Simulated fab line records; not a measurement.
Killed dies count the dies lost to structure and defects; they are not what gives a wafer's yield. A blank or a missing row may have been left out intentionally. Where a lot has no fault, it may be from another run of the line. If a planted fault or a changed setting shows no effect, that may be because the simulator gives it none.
What tool caused it?    flow gf180mcu    route of 602 steps, sampled at 1 step: 12 lots, 36 wafers

== WHAT EACH GAUGE READ, for each wafer ==
GF_V1_THK_MEAS_25: measures by xrf.
lot   measured      on             V1_W_THK (nm)
L075  day 18 12:34  film-metro-04  345 348 356
L077  day 19 06:52  film-metro-02  358 358 359
L079  day 20 10:28  film-metro-02  359 355 358
L081  day 21 02:14  film-metro-02  353 351 361
L083  day 21 19:08  film-metro-03  353 355 350
L085  day 22 06:28  film-metro-03  357 353 363
L087  day 23 03:58  film-metro-02  358 355 356
L089  day 23 17:36  film-metro-03  349 354 347
L091  day 24 08:01  film-metro-04  350 348 349
L093  day 25 00:11  film-metro-02  354 347 358
L095  day 25 14:11  film-metro-04  350 357 355
L097  day 26 05:39  film-metro-03  343 346 343

== WHICH TOOL RAN EACH LOT (tool, then ch and the chambers of the sampled wafers, then the start) ==
Before these readings, the record contains no process step.

== THE ANSWER, worked out from the rows above alone ==
Rule: usual is defined by the lots themselves. Put in order of their means at a reading, lots are off if they are a third of the lots or fewer, leave a main group of 4 or more, and stand apart from it by a gap of 3 or more times the standard deviation of the main group's means; of several such gaps the widest counts. Not used: any main group whose means are identical at the precision the tables above print for the reading. A lot without any number at a reading at which 4 lots or more have one is off too. Where the step has rows for the other lots, those lots are counted as sound.
Nothing can be told from this: no lot is off at any reading shown.

== WHAT HAD BEEN PUT IN BY THE SIMULATOR ==
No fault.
